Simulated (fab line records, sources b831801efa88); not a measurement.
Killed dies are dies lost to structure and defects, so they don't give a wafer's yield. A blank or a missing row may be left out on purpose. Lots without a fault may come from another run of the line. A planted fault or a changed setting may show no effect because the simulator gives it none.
Problem report in the 8D (eight disciplines) form, filled by code | flow gf180mcu | the parts of the form that need people (team, actions taken, sign-off) are left out

1. THE PROBLEM
CONTACT_CVD_00_THK at GF_CONTACT_THK_MEAS_01 reads a mean of 154 nm on 2 wafers of 2 lots; wafers without a fault read 300 nm with a standard deviation of 4.2. That is -35 standard deviations from the usual mean.
First seen on wafer L901.2, day 20 03:09, on film_metro-04. The record holds 39 wafers of 13 lots with a number at this step. Rule for "out", or "out of limits": more than 4 standard deviations from the usual mean. The other wafers with a number count as sound.

2. WHAT IT IS AND WHAT IT IS NOT
question                    | is                           | is not
which readings at this step | CONTACT_CVD_00_THK           | -
which lots                  | L901, L902                   | L888, L889, L891, L892, L893, L894, L897, L898, L908, L910, L911
which wafers of those lots  | L901.2, L902.5               | L901.5, L901.6, L902.2, L902.3
read on which gauges        | film_metro-01, film_metro-04 | film_metro-03
when                        | from day 20 03:09            | up to then (26 sound wafers); but 11 sound wafers of L902, L908, L910, L911 came after

3. SUSPECTS, AND WHAT RULES EACH OUT
Counting: a tool at a process step up to the reading stays a suspect if it ran every lot that is out. Sound lots after the first of them don't rule it out here, since some wafers of a struck lot are sound.
- the gauge at GF_CONTACT_THK_MEAS_01: ruled out. The wafers that are out were read on 2 gauges (film_metro-01, film_metro-04).
- hdpcvd-02 at GF_CONTACT_CVD_00 (deposits SiO2, target thk 300 nm, time 50 s): kept. It ran every lot that is out, first L901 (day 20 03:05); its last sound lot up to then is L898 (day 18 13:38). Its own readings are out on those wafers: sih4_flow_sccm.
- Within hdpcvd-02 at GF_CONTACT_CVD_00: the wafers that are out ran in chamber 0; their sound lot-mates ran in chambers 1, 2.
Left after counting: hdpcvd-02 at GF_CONTACT_CVD_00.

4. THE CAUSE (what the simulator had put in)
Process parameter drift: hdpcvd-02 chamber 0, from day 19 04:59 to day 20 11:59, at GF_CONTACT_CVD_00. Setting sih4_flow_sccm, moved by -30, from 60. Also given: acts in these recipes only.
Counting left only this tool.

5. THE CHAIN OF EFFECTS, in route order
Each row: a reading whose mean over the struck wafers that have a number lies more than 3 standard deviations from the usual. Only readings for which the record gives a usual standard deviation are gone through. hours: the time from each lot's start at the first step in this table that gives one to its start at this step, as a median over the lots. sigmas: the change in usual standard deviations.
hours | step                   | reading            | usual      | on struck wafers | change | sigmas
0     | GF_CONTACT_CVD_00      | sih4_flow_sccm     | 60.00 sccm | 30.29            | -29.71 | -99 or more
0     | GF_CONTACT_THK_MEAS_01 | CONTACT_CVD_00_THK | 300 nm     | 154              | -146   | -35
-     | GF_CONTACT_ETCH_17     | oes_product_au     | 0.814 a.u. | 0.744            | -0.070 | -14
The process steps in it:
- GF_CONTACT_CVD_00: deposits SiO2, target thk 300 nm, time 50 s.
- GF_CONTACT_ETCH_17: etches SiO2 in C4F8/O2/Ar, stops on CoSi2, target depth 860 nm.
Later measuring or inspecting steps at which every struck wafer that the step has a row for has a number for every such reading, and none has moved that far: GF_CONTACT_OVL_MEAS_15.

6. WHAT WOULD HAVE CAUGHT IT SOONER
In this record the first reading out of limits at a measuring or inspecting step was taken at day 20 03:09, 22 hours after the fault began at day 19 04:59.
The tool's own readings at GF_CONTACT_CVD_00 were out on every struck wafer that the step has a row for (sih4_flow_sccm): an alarm limit on them would have fired on the first of those.
Of the lots that are out (2), L902 began GF_CONTACT_CVD_00 on hdpcvd-02 after day 20 03:09. A hold on the tool at that time would have spared it.
